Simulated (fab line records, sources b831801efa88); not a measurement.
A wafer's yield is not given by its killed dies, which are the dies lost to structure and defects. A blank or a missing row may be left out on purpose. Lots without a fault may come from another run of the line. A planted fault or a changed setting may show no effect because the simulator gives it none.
8D (eight disciplines) problem report, filled in by code / flow sky130 / the parts of the form that need people (team, actions taken, sign-off) are left out

## 1. WHAT IS WRONG
strip time to endpoint s at SKY_VIA1_STRIP_16 reads a mean of 5.200 s on 6 wafers of 2 lots; wafers without a fault read 4.462 s with a standard deviation of 0.025. Measured from the usual mean, that is +30 standard deviations.
The step: strips in O2/N2.
Seen first at day 38 22:03 on plasma asher-02, wafer L413.1. Wafers with a number at this step in the record: 42, from 14 lots. Rule for "out", or "out of limits": more than 4 standard deviations from the usual mean. The other wafers with a number count as sound.

## 2. WHAT IT IS AND WHAT IT IS NOT
question=which readings at this step | is=strip time to endpoint s, oes product au | is not=drypump motor current A
question=which lots | is=L413, L414 | is not=L398, L399, L400, L401, L402, L403, L405, L416, L417, L418, L419, L420
question=which wafers of those lots | is=all that have a number | is not=-
question=read on which tools | is=plasma asher-02, plasma asher-04 | is not=plasma asher-01
question=when | is=from day 38 22:03 | is not=up to then (21 sound wafers); but 15 sound wafers of L416, L417, L418, L419, L420 came after

## 3. THE SUSPECTS, EACH WITH WHAT RULES IT OUT
Counting: a tool stays on the suspect list if, at a process step up to the reading, it processed all lots that are out and no sound lot following the first of them.
- rie diel-04 at SKY_VIA1_ETCH_15 (etches SiO2 in C4F8/O2/Ar, stops on TiN, target depth 351 nm, time 54 s): ruled out as a lasting fault. The sound lots L418, L420 went through it after L413, its earliest lot that is out (day 38 22:00).
Left after counting: nothing in the record.

## 4. THE CAUSE (what the simulator had put in)
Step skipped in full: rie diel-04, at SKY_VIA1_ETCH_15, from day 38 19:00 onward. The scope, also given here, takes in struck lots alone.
It was ruled out by counting, in error; the rule expects a fault to strike all lots run on its tool from its start on, and this fault did not.

## 5. THE EFFECT CHAIN, in route order
Each row: a reading where the mean over the struck wafers with a number is more than 3 standard deviations away from the usual. Readings are gone through only where the record gives a usual standard deviation; hours: the median, over the lots, of the time from a lot's start at the first step in this table giving one to that lot's start at this step; sigmas: the change measured in usual standard deviations.
hours=0; step=SKY_VIA1_STRIP_16; reading=oes product au; usual=0.416 a.u.; on struck wafers=0.445; change=+0.029; sigmas=+6.4
hours=0; step=SKY_VIA1_STRIP_16; reading=strip time to endpoint s; usual=4.462 s; on struck wafers=5.200; change=+0.738; sigmas=+30
It contains these process steps:
- SKY_VIA1_STRIP_16: strips in O2/N2.
Readings that are blank on the struck wafers while sound wafers have them: bias w at SKY_VIA1_ETCH_15; chamber pressure mTorr at SKY_VIA1_ETCH_15; oes product au at SKY_VIA1_ETCH_15.

## 6. HOW IT WOULD HAVE BEEN CAUGHT EARLIER
In this record no reading fell out of limits until day 38 22:03, 3 hours after the fault had begun at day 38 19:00.
At SKY_VIA1_ETCH_15 the tool's readings are blank on the struck wafers, where sound wafers have them: an empty tool record is the first sign, and it was there at once.
